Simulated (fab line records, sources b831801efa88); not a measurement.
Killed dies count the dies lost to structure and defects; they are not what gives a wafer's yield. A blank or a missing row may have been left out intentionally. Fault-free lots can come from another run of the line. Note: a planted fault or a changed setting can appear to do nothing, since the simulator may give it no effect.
What tool caused it? | flow sky130 | 45 wafers from 15 lots sampled at 2 of the route's 708 steps

WHAT THE GAUGES SHOWED, per wafer
SKY_VIA4_BOW_MEAS_03. Usual: VIA4_BOW typically reads 79 um, with standard deviation 7.5.
lot  | measured     | on            | VIA4_BOW (um) | flag
L756 | day 42 03:38 | film metro-04 | 79 74 82      |
L755 | day 42 04:46 | film metro-04 | 82 71 83      |
L758 | day 42 16:49 | film metro-03 | 72 71 75      |
L757 | day 42 18:04 | film metro-03 | 75 71 75      |
L761 | day 43 22:58 | film metro-04 | 67 75 67      |
L763 | day 44 04:10 | film metro-03 | 81 75 76      |
L764 | day 44 12:20 | film metro-03 | 81 75 90      |
L768 | day 45 16:35 | film metro-03 | 75 60 67      |
L769 | day 46 00:37 | film metro-03 | 76 83 81      |
L771 | day 46 09:15 | film metro-03 | 93 76 85      |
L772 | day 46 12:26 | film metro-03 | 83 75 82      |
L773 | day 46 13:49 | film metro-02 | 82 80 94      |
L776 | day 47 02:31 | film metro-04 | 76 86 75      |
L777 | day 47 08:38 | film metro-04 | 74 74 86      |
L778 | day 47 17:01 | film metro-04 | 74 76 64      |

EACH LOT AND THE TOOL THAT RAN IT (in order: tool; ch and the chambers of the sampled wafers; start)
lot  | SKY_VIA4_CMP_02
L756 | cmp-01 ch 0,2,3, day 42 03:19
L755 | cmp-01 ch 1,2, day 42 04:31
L758 | cmp-02 ch 0,1,2, day 42 16:31
L757 | cmp-01 ch 0,1,3, day 42 17:46
L761 | cmp-01 ch 0,1,2, day 43 22:41
L763 | cmp-02 ch 0,2, day 44 03:49
L764 | cmp-01 ch 1,3, day 44 12:05
L768 | cmp-02 ch 0,1,3, day 45 16:20
L769 | cmp-01 ch 0,2,3, day 46 00:19
L771 | cmp-01 ch 0,1, day 46 08:55
L772 | cmp-02 ch 1,2,3, day 46 12:14
L773 | cmp-02 ch 0,1,3, day 46 13:29
L776 | cmp-02 ch 2,3, day 47 02:14
L777 | cmp-02 ch 0,2,3, day 47 08:23
L778 | cmp-01 ch 0,1,2, day 47 16:46
- SKY_VIA4_CMP_02: polishes SiO2.

WHAT THE TOOLS THEMSELVES READ (means of the sampled wafers that have a number; where no wafer has one, the mark that the record gives instead)
SKY_VIA4_CMP_02. Usual: edge zone pressure frac 1.000, standard deviation 0.0055; motor current A 12.1 A, standard deviation 1.5.
lot  | tool   | edge zone pressure frac | motor current A (A) | flag
L756 | cmp-01 | 0.999                   | 11.7                |
L755 | cmp-01 | 0.998                   | 11.5                |
L758 | cmp-02 | 0.998                   | 13.4                |
L757 | cmp-01 | 0.996                   | 12.6                |
L761 | cmp-01 | 0.996                   | 11.4                |
L763 | cmp-02 | 0.999                   | 11.4                |
L764 | cmp-01 | 1.002                   | 12.7                |
L768 | cmp-02 | 0.998                   | 12.3                |
L769 | cmp-01 | 1.002                   | 11.8                |
L771 | cmp-01 | 0.997                   | 12.4                |
L772 | cmp-02 | 1.001                   | 12.9                |
L773 | cmp-02 | 0.997                   | 11.8                |
L776 | cmp-02 | 0.994                   | 12.3                |
L777 | cmp-02 | 0.998                   | 11.9                |
L778 | cmp-01 | 0.999                   | 10.9                |

THE ANSWER, worked out from the rows above alone
Rule: a lot is off if the mean of its wafers that have a number lies more than 3 standard deviations from the usual mean. Also off: a lot with no number at a reading for which 4 or more lots have one. Any other lot the step has rows for is counted as sound. The gauges are gone through in route order, then the tools' own readings, and for those a lot's mean is taken as printed above. The first step at which some lot is off is used, and at that step the reading that is off furthest; a lot without a number counts as furthest.
Across all readings shown, no lot is off: no conclusion can be drawn from this.

WHAT THE SIMULATOR HAD INSERTED
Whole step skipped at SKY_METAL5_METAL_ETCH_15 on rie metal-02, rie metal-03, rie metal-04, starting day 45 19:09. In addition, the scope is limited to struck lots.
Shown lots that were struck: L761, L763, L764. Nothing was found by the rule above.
